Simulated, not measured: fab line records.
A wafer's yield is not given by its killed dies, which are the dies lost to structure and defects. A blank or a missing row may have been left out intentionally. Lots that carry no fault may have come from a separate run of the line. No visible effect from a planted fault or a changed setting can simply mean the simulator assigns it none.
Comparing a struck lot with a sound one ; flow sky130 ; 16 steps out of a route of 708
Sound: these wafers, L279.2, L279.4, L279.5. Struck: wafers L292.2, L292.4 (left out: L292.1, a lot-mate that was not struck); the cause follows at the end.
Order at every step that has rows: each side's tool, ch and its chambers, its first start. Under that, the readings that differ: sound wafers ; struck wafers ; difference of the means ; sigmas: that difference in standard deviations of wafers without a fault.
alike: a reading whose means differ by less than 2 such deviations, as well as words and numbers matching on both sides. not compared: withheld readings; readings where some wafer has no value; bounds like >300 that might hide an equal value; numbers whose values overlap and for which the record gives no deviation.
The two part at a step that has a row with sigmas, a row that says differs or no value, or rows on one side only. Numbers that have no deviation but don't overlap get no sigmas and don't part them. A reading missing from all wafers of one side parts the sides only when that side holds two or more wafers.

SKY_METAL5_SPUTTER_03: material Ti, target thk 5 nm, time 3.3 s.
  struck on pvd_sputter-02, day 48 00:36; sound on pvd_sputter-04, day 44 10:18
  alike: throttle_valve_pct
SKY_METAL5_SPUTTER_04: material TiN, target thk 70 nm, time 58.3 s.
  struck on pvd_sputter-02, day 48 00:37; sound on pvd_sputter-04, day 44 10:19
  alike: throttle_valve_pct
SKY_METAL5_RS_MEAS_05: measures by four-point-probe.
  struck on film_metro-03, day 48 00:40; sound on film_metro-03, day 44 10:23
  alike: METAL5_ALCU_RS
SKY_METAL5_THK_MEAS_06: measures by xrf.
  struck on film_metro-03, day 48 00:47; sound on film_metro-03, day 44 10:30
  alike: METAL5_ALCU_THK
then, 7 steps without rows for these wafers: SKY_METAL5_DEHYDRATE_07 (time 60 s); SKY_METAL5_HMDS_08 (prime time 60 s); SKY_METAL5_COAT_09 (resist thk 1800 nm); SKY_METAL5_SOFTBAKE_10 (time 60 s); SKY_METAL5_EXPOSE_11 (exposes mask MM5, target cd 1600 nm); SKY_METAL5_PEB_12; SKY_METAL5_DEVELOP_13 (develop time 60 s).
SKY_METAL5_DESCUM_14: chemistry O2, time 11 s.
  sound on rie_metal-01 ch 1, day 45 09:14; struck on rie_metal-01 ch 1, day 48 20:15
  alike: drypump_motor_current_A, oes_product_au
  not compared: rf_hours_counter_h
SKY_METAL5_METAL_ETCH_15: etches the open film in Cl2/BCl3, stops on SiO2, target depth 1260 nm, time 252 s.
  sound on rie_metal-01 ch 1, day 45 09:23; struck on rie_metal-01 ch 1, day 48 20:17
reading;sound;struck;difference;sigmas
oes_product_au (a.u.);0.891 0.886 0.900;0.996 1.000;+0.106;+19
run_length_s (s);280.0 280.5 280.6;224.0 224.3;-56.2;-99 or more
model.NOVOLAK_of_METAL5_COAT_09.thk_nm (nm);1033 1031 1031;1204 1212;+176;
model.METAL5.feature_depth_nm (nm);1263 1255 1264;1163 1167;-96;
model.etch.depth_nm (nm);1263 1255 1264;1163 1167;-96;
  alike: drypump_motor_current_A, throttle_valve_pct
  not compared: rf_hours_counter_h
SKY_METAL5_STRIP_16: strips in O2/N2.
  sound on plasma_asher-02 ch 0,1, day 45 09:46; struck on plasma_asher-02 ch 0, day 48 20:31
reading;sound;struck;difference;sigmas
oes_product_au (a.u.);0.715 0.721 0.714;0.704 0.703;-0.013;-3
strip_time_to_endpoint_s (s);13.07 13.05 13.03;15.00 15.09;+1.99;+26
  alike: drypump_motor_current_A
  not compared: rf_hours_counter_h
then, 1 step without rows for these wafers: SKY_METAL5_STRIP_17 (strips in post etch residue remover, time 1200 s).
SKY_PAD_OPEN_PROBE_99:
  the record has rows for the struck wafers here (prober-02, day 50 13:40) and none for the sound ones

== WHERE THEY PART ==
Earliest at SKY_METAL5_METAL_ETCH_15; latest, in this record, at SKY_PAD_OPEN_PROBE_99.

WHY: the cause the simulator had injected
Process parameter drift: rie_metal-01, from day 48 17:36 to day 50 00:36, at SKY_METAL5_METAL_ETCH_15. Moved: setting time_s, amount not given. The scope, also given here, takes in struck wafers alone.
